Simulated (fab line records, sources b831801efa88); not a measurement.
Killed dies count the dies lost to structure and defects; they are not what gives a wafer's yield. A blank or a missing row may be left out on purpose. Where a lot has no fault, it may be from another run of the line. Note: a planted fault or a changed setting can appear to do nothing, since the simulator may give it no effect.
Chamber matching | flow sky130 | SKY_LI_CONTACT_CMP_24 on cmp-02 has 3 sister chambers
The step polishes, stops on PSG, t overpolish 20 s, target thk 0 nm. 3 wafers are shown with their chamber, then 6 later ones without.

## EACH WAFER AND ITS CHAMBER
wafer  | chamber | motor current A (A)
L540.5 | 2       | 12.9
L543.5 | 3       | 13.9
L545.1 | 0       | 10.0

## WAFERS WITHOUT THEIR CHAMBER
wafer  | motor current A (A)
L545.2 | 13.2
L545.5 | 9.9
L547.3 | 14.0
L547.5 | 13.0
L556.3 | 9.9
L556.5 | 10.2

## CHAMBER TAKEN BY EACH
wafer  | from the rows above | in truth
L545.2 | 2                   | 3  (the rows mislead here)
L545.5 | 0                   | 0
L547.3 | 3                   | 3
L547.5 | 2                   | 2
L556.3 | 0                   | 0
L556.5 | 0                   | 0
Correctly placed: 5 of 6. Left unplaced by these rows: 0. Wrongly placed: 1.
How it was worked out, from the rows above alone: a wafer's distance from a chamber is the root of the sum, over the readings, of the square of ((its reading less the chamber's mean) divided by the reading's scatter). The wafer belongs to the nearest chamber; if the next one is less than 2 further off, it can't be placed. Each chamber's mean is taken over the wafers shown for it. The scatter (one wafer shown for each chamber): square how far every hidden wafer sits from the nearest shown wafer, average those squares and take the square root.
